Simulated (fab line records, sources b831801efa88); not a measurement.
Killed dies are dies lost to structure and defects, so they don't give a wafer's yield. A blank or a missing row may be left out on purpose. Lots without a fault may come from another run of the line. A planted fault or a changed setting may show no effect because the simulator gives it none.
Problem report in the 8D (eight disciplines) form, filled by code | flow gf180mcu | the parts of the form that need people (team, actions taken, sign-off) are left out

1. THE PROBLEM
rf_fwd_power_W at GF_POLY_GATE_ETCH_13 reads a mean of 459.9 W on 6 wafers of 2 lots; wafers without a fault read 396.8 W with a standard deviation of 1.2. That is +53 standard deviations from the usual mean.
The step: etches poly-Si in HBr/Cl2, stops on SiO2, target depth 198.5 nm, time 69.6 s.
First seen on wafer L203.2, day 12 12:19, on rie_si-01. The record holds 39 wafers of 13 lots with a number at this step. Rule for "out", or "out of limits": more than 4 standard deviations from the usual mean. The other wafers with a number count as sound.

2. WHAT IT IS AND WHAT IT IS NOT
question                    | is                     | is not
which readings at this step | rf_fwd_power_W         | HBr_flow_sccm, chamber_pressure_mTorr, drypump_motor_current_A, he_backside_leak_sccm
which lots                  | L203, L204             | L192, L193, L195, L197, L198, L199, L200, L212, L213, L214, L215
which wafers of those lots  | all that have a number | -
read on which tools         | rie_si-01              | rie_si-02
when                        | from day 12 12:19      | up to then (21 sound wafers); but 12 sound wafers of L212, L213, L214, L215 came after

3. SUSPECTS, AND WHAT RULES EACH OUT
Counting: a tool at a process step up to the reading stays a suspect if it ran every lot that is out and no sound lot after the first of them.
- rie_si-01 at GF_POLY_GATE_ETCH_13 (etches poly-Si in HBr/Cl2, stops on SiO2, target depth 198.5 nm, time 69.6 s): ruled out as a lasting fault. Sound lots L214 ran on it after its first lot that is out, L203 (day 12 12:19).
Left after counting: nothing in the record.

4. THE CAUSE (what the simulator had put in)
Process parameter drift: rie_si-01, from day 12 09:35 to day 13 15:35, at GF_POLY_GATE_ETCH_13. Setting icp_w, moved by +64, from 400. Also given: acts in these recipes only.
Counting ruled it out, wrongly.

5. THE CHAIN OF EFFECTS, in route order
Each row: a reading whose mean over the struck wafers that have a number lies more than 3 standard deviations from the usual. Only readings for which the record gives a usual standard deviation are gone through. hours: the time from each lot's start at the first step in this table that gives one to its start at this step, as a median over the lots. sigmas: the change in usual standard deviations.
hours | step                 | reading        | usual   | on struck wafers | change | sigmas
0     | GF_POLY_GATE_ETCH_13 | rf_fwd_power_W | 396.8 W | 459.9            | +63.1  | +53
The process steps in it:
- GF_POLY_GATE_ETCH_13: etches poly-Si in HBr/Cl2, stops on SiO2, target depth 198.5 nm, time 69.6 s.
Later measuring or inspecting steps at which every struck wafer that the step has a row for has a number for every such reading, and none has moved that far: GF_M1_CD_MEAS_14.

6. WHAT WOULD HAVE CAUGHT IT SOONER
In this record the first reading out of limits was taken at day 12 12:19, 3 hours after the fault began at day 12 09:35.
